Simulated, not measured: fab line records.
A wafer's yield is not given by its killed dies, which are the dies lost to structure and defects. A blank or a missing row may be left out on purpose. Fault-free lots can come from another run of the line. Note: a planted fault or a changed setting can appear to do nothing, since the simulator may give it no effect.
fab line records ; flow sky130
record lots=14; wafers=42; lastDay=49
route steps=708 shown FIELD_ISO@18 VT_ADJUST_LVTN@103 RES_XHIGH@341 LI_CONTACT@363
lots untouched by any fault: they come from a run of this same line in which no faults occurred
startH: the number of hours between the record's first day and the start of the first shown wafer of the lot ; waitH: hours elapsed since this lot's preceding step ; " the same as in the row above ; L1.1+2: several wafers, shown together as one row ; - either no value or no given start ; * or withheld: withheld ; < > ~ a bound
route shown NAME@n: NAME is a module with steps in the file, n the number in the route of the first one ; usual: mean and standard deviation over wafers with no fault ; same: alike in all rows ; chamber/n: place in a boat ; sites: readings site by site ; _std_site: how widely they spread, as a standard deviation ; _edge_site: mean of outer sites minus mean of inner sites ; radiusMm: for every site, how far away it sits from the centre of the wafer ; mask NAME#n: copy n ; behind: the tool/chamber that last shaped the wafer ; hold: why the lot went on hold/how many hours it stayed there/how the hold came to an end ; device: which transistor (n, p or np) failed to switch ; end of line: at the end of the route, the tests of the same wafers ; for a step that has no rows: nothing shown but its recipe ; killed: dies lost to structure and defects at the first sort, not the wafer's yield ; map: dies across one wafer; x = killed, . = not, _ = none there
set.NAME: the setting the step ran with; set.NAME@STEP: the setting that earlier step ran with ; model.NAME: the simulator's own value behind a step, which no gauge read
the route's steps for a sample of lots (tables are steps, rows are wafers)
services: when a tool's chamber went out of use (startH, in hours from the record's first day, below 0 if earlier), for how many hours, and the reason
## steps
# step SKY_FIELD_ISO_ETCH_17
# recipe targetDepthA=3420; maskMaterial=Si3N4; chemistry=HBr/Cl2/O2; target=Si; taperDeg=5; icpW=600; biasW=150; pressureMtorr=15; HBr_flow_sccm=150; Cl2_flow_sccm=40; O2_flow_sccm=6; timeS=97.7
# usual drypumpMotorCurrentA=5.9/0.49; mfcCl2Sccm=39.98/0.12; oesProductAu=0.999/0.014; throttleValvePct=25.659/0.013
lot.wafer;tool;chamber;startH;waitH;drypumpMotorCurrentA;mfcCl2Sccm;oesProductAu;rfHoursCounterH;throttleValvePct
L415.1;rieSi-02;3;31.98;0.1;4.9;40.02;1.010;137;25.642
L415.5;rieSi-02;0;31.98;0.1;5.8;40.11;0.974;-;25.670
L415.6;rieSi-02;3;31.98;0.1;4.8;39.91;1.011;-;25.650
L416.2;rieSi-01;1;36.53;0.1;5.8;40.03;0.991;130;25.660
L416.3;rieSi-01;3;36.53;0.1;6.1;40.00;1.009;116;25.663
L416.6;rieSi-01;2;36.53;0.1;6.7;40.06;0.995;-;25.662
L418.1;rieSi-02;1;46.01;0.1;5.8;40.03;1.013;66;25.654
L418.2;rieSi-02;2;46.01;0.1;6.1;40.18;0.987;103;25.674
L418.4;rieSi-02;3;46.01;0.1;4.9;39.93;1.023;138;25.646
L419.1;rieSi-01;0;50.71;0.1;5.6;39.85;0.999;2;25.656
L419.2;rieSi-01;1;50.71;0.1;5.7;39.84;1.008;130;25.665
L419.4;rieSi-01;2;50.71;0.1;6.7;40.21;0.993;48;25.670
L420.1;rieSi-02;3;54.86;0.1;4.9;40.06;1.015;138;25.643
L420.2;rieSi-02;1;54.86;0.1;5.8;39.83;1.015;66;25.657
L420.6;rieSi-02;3;54.86;0.1;4.9;40.04;1.011;-;25.657
L421.2;rieSi-01;3;61.41;0.1;6.1;40.02;1.016;116;25.640
L421.3;rieSi-01;2;61.41;0.1;6.7;40.03;0.994;48;25.668
L421.4;rieSi-01;1;61.41;0.1;5.7;39.95;1.018;130;25.660
L423.1;rieSi-01;0;70.53;0.1;5.6;40.12;0.999;2;25.654
L423.4;rieSi-01;3;70.53;0.1;6.2;40.01;1.016;116;25.647
L423.5;rieSi-01;1;70.53;0.1;5.7;39.99;0.994;-;25.651
L424.1;rieSi-02;1;74.91;0.1;5.8;39.90;1.006;66;25.644
L424.4;rieSi-02;0;74.91;0.1;5.8;40.17;0.977;0;25.662
L424.5;rieSi-02;1;74.91;0.1;5.8;39.89;1.011;-;25.659
L426.3;rieSi-01;2;86.11;0.0;6.7;39.97;0.976;48;25.669
L426.4;rieSi-01;3;86.11;0.0;6.2;39.79;1.023;117;25.663
L426.6;rieSi-01;2;86.11;0.0;6.7;40.10;0.975;-;25.668
L428.1;rieSi-01;2;96.53;0.1;6.7;40.00;0.989;48;25.670
L428.3;rieSi-01;3;96.53;0.1;6.2;40.07;1.008;117;25.666
L428.4;rieSi-01;1;96.53;0.1;5.7;39.85;0.997;130;25.666
L429.3;rieSi-01;3;103.41;0.0;6.2;40.03;1.017;117;25.654
L429.4;rieSi-01;0;103.41;0.0;5.6;39.93;0.995;2;25.669
L429.6;rieSi-01;3;103.41;0.0;6.2;40.03;1.015;-;25.645
L433.1;rieSi-02;0;121.97;0.1;5.8;40.06;0.982;1;25.677
L433.3;rieSi-02;3;121.97;0.1;4.9;40.12;1.006;138;25.657
L433.4;rieSi-02;1;121.97;0.1;5.8;39.81;1.002;67;25.663
L435.1;rieSi-01;0;133.77;0.1;5.6;40.05;0.993;3;25.669
L435.3;rieSi-01;3;133.77;0.1;6.2;40.20;1.021;117;25.647
L435.6;rieSi-01;0;133.77;0.1;5.6;39.95;0.989;-;25.655
L436.1;rieSi-01;3;138.22;0.1;6.1;40.03;1.008;117;25.655
L436.4;rieSi-01;1;138.22;0.1;5.7;39.99;0.996;131;25.662
L436.5;rieSi-01;0;138.22;0.1;5.6;40.06;0.994;-;25.660
# step SKY_VT_ADJUST_LVTN_DEVELOP_06
# recipe wallAngleDeg=90; developer=TMAH; developTimeS=60; devTempC=23
lot.wafer;tool;chamber;startH;waitH
L415.1+5+6;lithoTrack-02;0;139;-
L416.2+3+6;lithoTrack-01;0;148;-
L418.1+2+4;lithoTrack-03;0;160;-
L419.1+2+4;lithoTrack-01;0;165;-
L420.1+2+6;lithoTrack-03;0;172;-
L421.2+3+4;lithoTrack-02;0;178;-
L423.1+4+5;lithoTrack-03;0;192;-
L424.1+4+5;lithoTrack-02;0;198;-
L426.3+4+6;lithoTrack-02;0;211;-
L428.1+3+4;lithoTrack-03;0;224;-
L429.3+4+6;lithoTrack-02;0;233;-
L433.1+3+4;lithoTrack-03;0;263;-
L435.1+3+6;lithoTrack-02;0;270;-
L436.1+4+5;lithoTrack-02;0;276;-
# step SKY_VT_ADJUST_LVTN_OVL_MEAS_07
# usual VT_ADJUST_LVTN_OVL=-0.5/1.3
lot.wafer;tool;chamber;startH;waitH;VT_ADJUST_LVTN_OVL[nm]
L415.1;overlay-02;-;139.89;-;-1.1
L415.5;overlay-02;-;139.89;-;0.2
L415.6;overlay-02;-;139.89;-;1.5
L416.2;overlay-01;-;149.07;-;-2.9
L416.3;overlay-01;-;149.07;-;-1.4
L416.6;overlay-01;-;149.07;-;-1.1
L418.1;overlay-02;-;160.21;-;-1.8
L418.2;overlay-02;-;160.21;-;-1.9
L418.4;overlay-02;-;160.21;-;-2.4
L419.1;overlay-02;-;165.21;-;-0.4
L419.2;overlay-02;-;165.21;-;-1.5
L419.4;overlay-02;-;165.21;-;-0.4
L420.1;overlay-02;-;172.26;-;0.2
L420.2;overlay-02;-;172.26;-;0.0
L420.6;overlay-02;-;172.26;-;-2.3
L421.2;overlay-02;-;178.65;-;-1.8
L421.3;overlay-02;-;178.65;-;-1.9
L421.4;overlay-02;-;178.65;-;-0.2
L423.1;overlay-01;-;192.46;-;-0.1
L423.4;overlay-01;-;192.46;-;0.2
L423.5;overlay-01;-;192.46;-;-1.2
L424.1;overlay-02;-;198.49;-;-0.2
L424.4;overlay-02;-;198.49;-;-0.2
L424.5;overlay-02;-;198.49;-;-0.3
L426.3;overlay-02;-;211.90;-;0.2
L426.4;overlay-02;-;211.90;-;-0.9
L426.6;overlay-02;-;211.90;-;0.1
L428.1;overlay-01;-;224.21;-;2.5
L428.3;overlay-01;-;224.21;-;1.5
L428.4;overlay-01;-;224.21;-;3.3
L429.3;overlay-02;-;233.55;-;0.4
L429.4;overlay-02;-;233.55;-;0.2
L429.6;overlay-02;-;233.55;-;0.3
L433.1;overlay-01;-;263.96;-;0.0
L433.3;overlay-01;-;263.96;-;0.8
L433.4;overlay-01;-;263.96;-;1.0
L435.1;overlay-01;-;271.14;-;-
L435.3;overlay-01;-;271.14;-;-
L435.6;overlay-01;-;271.14;-;-
L436.1;overlay-01;-;276.59;-;-
L436.4;overlay-01;-;276.59;-;-
L436.5;overlay-01;-;276.59;-;-
# step SKY_VT_ADJUST_LVTN_TW_MEAS_10
# usual VT_ADJUST_LVTN_TW=238.1/3
lot.wafer;tool;chamber;startH;waitH;VT_ADJUST_LVTN_TW
L415.1;filmMetro-04;-;140.18;0.1;242.1
L415.5;filmMetro-04;-;140.18;0.1;240.7
L415.6;filmMetro-04;-;140.18;0.1;240.2
L416.2;filmMetro-01;-;149.36;0.1;235.1
L416.3;filmMetro-01;-;149.36;0.1;234.3
L416.6;filmMetro-01;-;149.36;0.1;234.0
L418.1;filmMetro-02;-;160.49;0.1;241.0
L418.2;filmMetro-02;-;160.49;0.1;242.2
L418.4;filmMetro-02;-;160.49;0.1;242.0
L419.1;filmMetro-01;-;165.50;0.1;235.6
L419.2;filmMetro-01;-;165.50;0.1;236.1
L419.4;filmMetro-01;-;165.50;0.1;235.3
L420.1;filmMetro-01;-;172.54;0.1;236.0
L420.2;filmMetro-01;-;172.54;0.1;236.0
L420.6;filmMetro-01;-;172.54;0.1;236.3
L421.2;filmMetro-04;-;178.94;0.1;239.6
L421.3;filmMetro-04;-;178.94;0.1;240.8
L421.4;filmMetro-04;-;178.94;0.1;241.6
L423.1;filmMetro-01;-;192.74;0.1;235.3
L423.4;filmMetro-01;-;192.74;0.1;234.5
L423.5;filmMetro-01;-;192.74;0.1;233.4
L424.1;filmMetro-01;-;198.78;0.1;235.2
L424.4;filmMetro-01;-;198.78;0.1;234.3
L424.5;filmMetro-01;-;198.78;0.1;234.4
L426.3;filmMetro-01;-;212.20;0.1;235.0
L426.4;filmMetro-01;-;212.20;0.1;234.8
L426.6;filmMetro-01;-;212.20;0.1;234.1
L428.1;filmMetro-02;-;224.49;0.1;240.8
L428.3;filmMetro-02;-;224.49;0.1;240.8
L428.4;filmMetro-02;-;224.49;0.1;239.6
L429.3;filmMetro-01;-;233.85;0.1;235.1
L429.4;filmMetro-01;-;233.85;0.1;234.3
L429.6;filmMetro-01;-;233.85;0.1;235.2
L433.1;filmMetro-01;-;264.24;0.1;237.0
L433.3;filmMetro-01;-;264.24;0.1;235.2
L433.4;filmMetro-01;-;264.24;0.1;235.0
L435.1;filmMetro-04;-;271.43;0.1;30.0
L435.3;filmMetro-04;-;271.43;0.1;29.9
L435.6;filmMetro-04;-;271.43;0.1;29.7
L436.1;filmMetro-02;-;276.88;0.1;30.1
L436.4;filmMetro-02;-;276.88;0.1;30.0
L436.5;filmMetro-02;-;276.88;0.1;29.8
# step SKY_RES_XHIGH_TW_MEAS_09
# usual RES_XHIGH_TW=1634/7.4
lot.wafer;tool;chamber;startH;waitH;RES_XHIGH_TW
L416.2;filmMetro-02;-;612.45;0.1;1624
L416.3;filmMetro-02;-;612.45;0.1;1626
L416.6;filmMetro-02;-;612.45;0.1;1619
L415.1;filmMetro-03;-;612.61;0.1;1645
L415.5;filmMetro-03;-;612.61;0.1;1643
L415.6;filmMetro-03;-;612.61;0.1;1645
L418.1;filmMetro-04;-;656.95;0.1;1646
L418.2;filmMetro-04;-;656.95;0.1;1649
L418.4;filmMetro-04;-;656.95;0.1;1650
L419.1;filmMetro-04;-;741.21;0.1;1646
L419.2;filmMetro-04;-;741.21;0.1;1628
L419.4;filmMetro-04;-;741.21;0.1;1641
L420.1;filmMetro-04;-;742.50;0.1;1636
L420.2;filmMetro-04;-;742.50;0.1;1639
L420.6;filmMetro-04;-;742.50;0.1;1631
L421.2;filmMetro-02;-;743.71;0.1;1638
L421.3;filmMetro-02;-;743.71;0.1;1634
L421.4;filmMetro-02;-;743.71;0.1;1628
L424.1;filmMetro-02;-;744.74;0.1;1630
L424.4;filmMetro-02;-;744.74;0.1;1631
L424.5;filmMetro-02;-;744.74;0.1;1625
L426.3;filmMetro-04;-;745.06;0.1;1632
L426.4;filmMetro-04;-;745.06;0.1;1633
L426.6;filmMetro-04;-;745.06;0.1;1628
L423.1;filmMetro-03;-;747.04;0.1;1638
L423.4;filmMetro-03;-;747.04;0.1;1632
L423.5;filmMetro-03;-;747.04;0.1;1641
L429.3;filmMetro-04;-;753.28;0.1;1639
L429.4;filmMetro-04;-;753.28;0.1;1641
L429.6;filmMetro-04;-;753.28;0.1;1636
L428.1;filmMetro-04;-;754.20;0.1;1641
L428.3;filmMetro-04;-;754.20;0.1;1632
L428.4;filmMetro-04;-;754.20;0.1;1637
L433.1;filmMetro-04;-;758.49;0.1;1633
L433.3;filmMetro-04;-;758.49;0.1;1640
L433.4;filmMetro-04;-;758.49;0.1;1640
L435.1;filmMetro-03;-;769.36;0.1;1641
L435.3;filmMetro-03;-;769.36;0.1;1643
L435.6;filmMetro-03;-;769.36;0.1;1639
L436.1;filmMetro-02;-;773.45;0.1;1640
L436.4;filmMetro-02;-;773.45;0.1;1638
L436.5;filmMetro-02;-;773.45;0.1;1633
# step SKY_LI_CONTACT_THK_MEAS_01
# recipe reads=PSG_of_LI_CONTACT_HDPCVD_00
# usual LI_CONTACT_HDPCVD_THK=931/8.7
lot.wafer;tool;chamber;startH;waitH;LI_CONTACT_HDPCVD_THK[nm]
L416.2;filmMetro-04;-;641.58;0.1;933
L416.3;filmMetro-04;-;641.58;0.1;939
L416.6;filmMetro-04;-;641.58;0.1;932
L415.1;filmMetro-04;-;642.61;0.1;937
L415.5;filmMetro-04;-;642.61;0.1;930
L415.6;filmMetro-04;-;642.61;0.1;933
L418.1;filmMetro-02;-;686.11;0.1;940
L418.2;filmMetro-02;-;686.11;0.1;926
L418.4;filmMetro-02;-;686.11;0.1;927
L419.1;filmMetro-04;-;768.51;0.1;928
L419.2;filmMetro-04;-;768.51;0.1;920
L419.4;filmMetro-04;-;768.51;0.1;929
L420.1;filmMetro-02;-;770.57;0.1;923
L420.2;filmMetro-02;-;770.57;0.1;943
L420.6;filmMetro-02;-;770.57;0.1;938
L421.2;filmMetro-04;-;771.53;0.1;932
L421.3;filmMetro-04;-;771.53;0.1;925
L421.4;filmMetro-04;-;771.53;0.1;924
L424.1;filmMetro-03;-;772.86;0.1;917
L424.4;filmMetro-03;-;772.86;0.1;927
L424.5;filmMetro-03;-;772.86;0.1;929
L426.3;filmMetro-03;-;773.09;0.1;941
L426.4;filmMetro-03;-;773.09;0.1;937
L426.6;filmMetro-03;-;773.09;0.1;946
L423.1;filmMetro-03;-;775.36;0.1;931
L423.4;filmMetro-03;-;775.36;0.1;934
L423.5;filmMetro-03;-;775.36;0.1;931
L429.3;filmMetro-04;-;781.14;0.1;933
L429.4;filmMetro-04;-;781.14;0.1;933
L429.6;filmMetro-04;-;781.14;0.1;930
L428.1;filmMetro-03;-;781.91;0.1;937
L428.3;filmMetro-03;-;781.91;0.1;939
L428.4;filmMetro-03;-;781.91;0.1;938
L433.1;filmMetro-04;-;785.87;0.1;932
L433.3;filmMetro-04;-;785.87;0.1;939
L433.4;filmMetro-04;-;785.87;0.1;926
L435.1;filmMetro-03;-;797.51;0.1;925
L435.3;filmMetro-03;-;797.51;0.1;919
L435.6;filmMetro-03;-;797.51;0.1;923
L436.1;filmMetro-02;-;800.97;0.1;944
L436.4;filmMetro-02;-;800.97;0.1;937
L436.5;filmMetro-02;-;800.97;0.1;930
## services
tool;chamber;startH;hours;kind
rieSi-02;0;14.30;-;clean
rieSi-02;0;14.30;10.9;scheduledDown
rieSi-02;0;14.30;10.9;ventCycle
rieSi-01;0;36.25;8.0;repair
rieSi-02;0;116.54;0.9;repair
rieSi-02;3;132.33;-;clean
rieSi-02;3;132.33;28.3;scheduledDown
rieSi-02;3;132.33;28.3;ventCycle
rieSi-01;0;136.59;1.2;repair
rieSi-01;-;139.57;2.8;pm
rieSi-01;1;165.99;-;clean
rieSi-01;1;165.99;19.7;scheduledDown
rieSi-01;1;165.99;19.7;ventCycle
rieSi-02;0;223.61;3.0;repair
rieSi-01;3;225.12;-;clean
rieSi-01;3;225.12;15.0;scheduledDown
rieSi-01;3;225.12;15.0;ventCycle
rieSi-02;2;242.93;6.6;repair
## key
firstSign step=SKY_VT_ADJUST_LVTN_OVL_MEAS_07; reading=VT_ADJUST_LVTN_OVL; direction=missing
effect step=SKY_VT_ADJUST_LVTN_TW_MEAS_10; reading=VT_ADJUST_LVTN_TW; direction=down; sigmas=69; usual=238.1; struck=29.9
metAt SKY_VT_ADJUST_LVTN_DEVELOP_06
struckLots L435,L436
sortLeftOut L435.1,L435.3,L435.6,L436.1,L436.4,L436.5
testerLeftOut L435,L436
notActingAt SKY_FIELD_ISO_ETCH_17,SKY_RES_XHIGH_TW_MEAS_09,SKY_LI_CONTACT_THK_MEAS_01
onsetBetween 233 270
alsoFits time
fault kind=processParameterDrift; tool=lithoTrack-02; chamber=-; onsetH=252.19; steps=SKY_VT_ADJUST_LVTN_DEVELOP_06; channel=developTimeS; offset=*; shape=step; endH=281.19; actsIn=*; stated=*
# testerLeftOut: of these lots the tester's yield and bins aren't shown, on N5 and GAA mostly nor the transistor test; their killed dies are dies lost to structure and defects alone, not to doping, threshold or leakage, so they don't give the yield
# sortLeftOut: the simulated sort isn't trusted on such a fault, so these wafers' sort isn't shown, and their yield isn't known
